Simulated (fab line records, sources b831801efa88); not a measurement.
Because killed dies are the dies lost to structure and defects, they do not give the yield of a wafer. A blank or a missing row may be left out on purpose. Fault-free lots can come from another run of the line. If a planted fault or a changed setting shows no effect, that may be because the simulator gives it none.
Problem report, 8D (eight disciplines) form, completed by code || flow gf180mcu || the parts of the form that need people (team, actions taken, sign-off) are left out

1. WHAT WENT WRONG
Wafers without a fault read 36.96 s, standard deviation 0.11; strip_time_to_endpoint_s at GF_LVPWELL_STRIP_10 reads a mean of 34.77 s on 4 wafers belonging to 2 lots. That puts it -20 standard deviations away from the usual mean.
The step: strips in O2/N2.
First observed at day 8 01:06: wafer L280.2, on plasma_asher-04. The record has a number at this step for 39 wafers belonging to 13 lots. Rule for "out", or "out of limits": more than 4 standard deviations from the usual mean. Any other wafer with a number is counted as sound.

2. WHAT IT IS; WHAT IT IS NOT
{"question": "which readings at this step", "is": "strip_time_to_endpoint_s", "is not": "drypump_motor_current_A, heater_power_w, oes_product_au"}
{"question": "which lots", "is": "L280, L282", "is not": "L262, L263, L264, L267, L268, L269, L270, L272, L274, L275, L276"}
{"question": "which wafers of those lots", "is": "L280.2, L280.4, L282.2, L282.4", "is not": "L280.5, L282.1"}
{"question": "read on which tools", "is": "plasma_asher-02, plasma_asher-04", "is not": "plasma_asher-03"}
{"question": "when", "is": "from day 8 01:06", "is not": "up to then (34 sound wafers); but 1 sound wafer of L282 came after"}

3. SUSPECTS, AND WHAT RULES EACH OUT
Counting: if a tool at a process step up to the reading ran every lot that is out, it stays a suspect. Sound lots after the first of them don't rule it out here, since some wafers of a struck lot are sound.
- litho_track-04 at GF_LVPWELL_COAT_02 (resist thk 3000 nm): kept. Every lot that is out went through it, the first being L280 (day 7 16:41); the last sound lot it ran before that was L272 (day 5 20:35).
Left after counting: litho_track-04 at GF_LVPWELL_COAT_02.

4. THE CAUSE (what the simulator had put in)
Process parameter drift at GF_LVPWELL_COAT_02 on litho_track-04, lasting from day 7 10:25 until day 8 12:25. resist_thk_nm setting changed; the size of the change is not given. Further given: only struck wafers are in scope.
The count eliminated every tool but this one.

5. SEQUENCE OF EFFECTS, ordered by route
One row per reading whose mean, taken over the struck wafers that have a number, lies over 3 standard deviations from the usual. Only readings for which the record gives a usual standard deviation are gone through. hours: the time from each lot's start at the first step in this table that gives one to its start at this step, as a median over the lots. sigmas: the change in usual standard deviations.
{"hours": 0, "step": "GF_LVPWELL_STRIP_10", "reading": "strip_time_to_endpoint_s", "usual": "36.96 s", "on struck wafers": 34.77, "change": -2.19, "sigmas": -20}
Here are the process steps it includes:
- GF_LVPWELL_STRIP_10: strips in O2/N2.
Later measuring or inspecting steps at which every struck wafer that the step has a row for has a number for every such reading, and none has moved that far: GF_M1_THK_MEAS_06, GF_V1_CD_MEAS_14.

6. WHAT WOULD HAVE CAUGHT IT SOONER
First out-of-limits reading in this record: day 8 01:06, which is 15 hours after fault onset at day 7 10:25.
Of the lots that are out (2), L282 began GF_LVPWELL_COAT_02 on litho_track-04 after day 8 01:06. It would have been spared by a hold on the tool at that moment.
